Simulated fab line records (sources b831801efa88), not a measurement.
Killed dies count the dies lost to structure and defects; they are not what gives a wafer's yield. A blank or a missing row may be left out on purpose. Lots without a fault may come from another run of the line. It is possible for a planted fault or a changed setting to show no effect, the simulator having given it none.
Code-filled problem report in 8D (eight disciplines) form / flow gf180mcu / the parts of the form that need people (team, actions taken, sign-off) are left out

== 1. WHAT IS WRONG ==
At GF_V3_ETCH_17, rfFwdPowerW averages 1730 W over 6 wafers from 2 lots, while fault-free wafers read 1492 W, standard deviation 5.1. Measured from the usual mean, that is +47 standard deviations.
The step: etches SiO2 in C4F8/O2/Ar, stops on TiN, target depth 635 nm.
First seen on wafer L369.1, day 25 23:00, on rieDiel-02. The record holds 36 wafers of 12 lots with a number at this step. Rule for "out", or "out of limits": more than 4 standard deviations from the usual mean. The rest of the wafers with a number are treated as sound.

== 2. WHAT IT IS, WHAT IT ISN'T ==
question=which readings at this step | is=rfFwdPowerW | is not=chamberPressureMTorr, oesProductAu
question=which lots | is=L369, L373 | is not=L360, L361, L362, L363, L364, L374, L375, L378, L379, L380
question=which wafers of those lots | is=all that have a number | is not=-
question=read on which tools | is=rieDiel-02 | is not=rieDiel-01, rieDiel-04
question=when | is=from day 25 23:00 | is not=up to then (15 sound wafers); but 15 sound wafers of L374, L375, L378, L379, L380 came after

== 3. SUSPECTS, AND WHAT RULES EACH OUT ==
Counting: a tool at a process step up to the reading stays a suspect if it ran every lot that is out and no sound lot after the first of them.
- cmp-01 at GF_V3_CMP_04 (polishes SiO2): ruled out as a lasting fault. After its first lot that is out, L369 (day 25 01:03), sound lots L375, L378 ran on it.
- rieDiel-02 at GF_V3_ETCH_16 (etches BARC in N2/H2): kept. Every lot that is out went through it, starting with L369 (day 25 23:22), and after that it ran no sound lot; the last sound lot it ran before then is L364 (day 24 09:31).
- rieDiel-02 at GF_V3_ETCH_17 (etches SiO2 in C4F8/O2/Ar, stops on TiN, target depth 635 nm): kept. Every lot that is out went through it, starting with L369 (day 25 23:00), and after that it ran no sound lot; the last sound lot it ran before then is L364 (day 24 09:00). Out on those wafers are its own readings of rfFwdPowerW.
Remaining after the count are rieDiel-02 at GF_V3_ETCH_16 and rieDiel-02 at GF_V3_ETCH_17.

== 4. THE CAUSE (what the simulator had put in) ==
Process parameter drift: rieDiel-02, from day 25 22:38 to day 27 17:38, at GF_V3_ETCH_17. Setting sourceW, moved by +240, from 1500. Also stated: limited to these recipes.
This tool is one of the 2 suspects left after counting.

== 5. THE EFFECT CHAIN, in route order ==
Rows list readings where the struck wafers' mean (over those with a number) sits beyond 3 standard deviations from the usual. Only readings whose record carries a usual standard deviation are examined. hours: median over the lots of the time between each lot's start at the first step of this table that gives one and its start at this step. sigmas: the change, counted in usual standard deviations.
hours=0; step=GF_V3_ETCH_17; reading=rfFwdPowerW; usual=1492 W; on struck wafers=1730; change=+238; sigmas=+47
Here are the process steps it includes:
- GF_V3_ETCH_17: etches SiO2 in C4F8/O2/Ar, stops on TiN, target depth 635 nm.

== 6. HOW IT WOULD HAVE BEEN CAUGHT EARLIER ==
In this record no reading fell out of limits until day 25 23:00, 0 hours after the fault had begun at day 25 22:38.
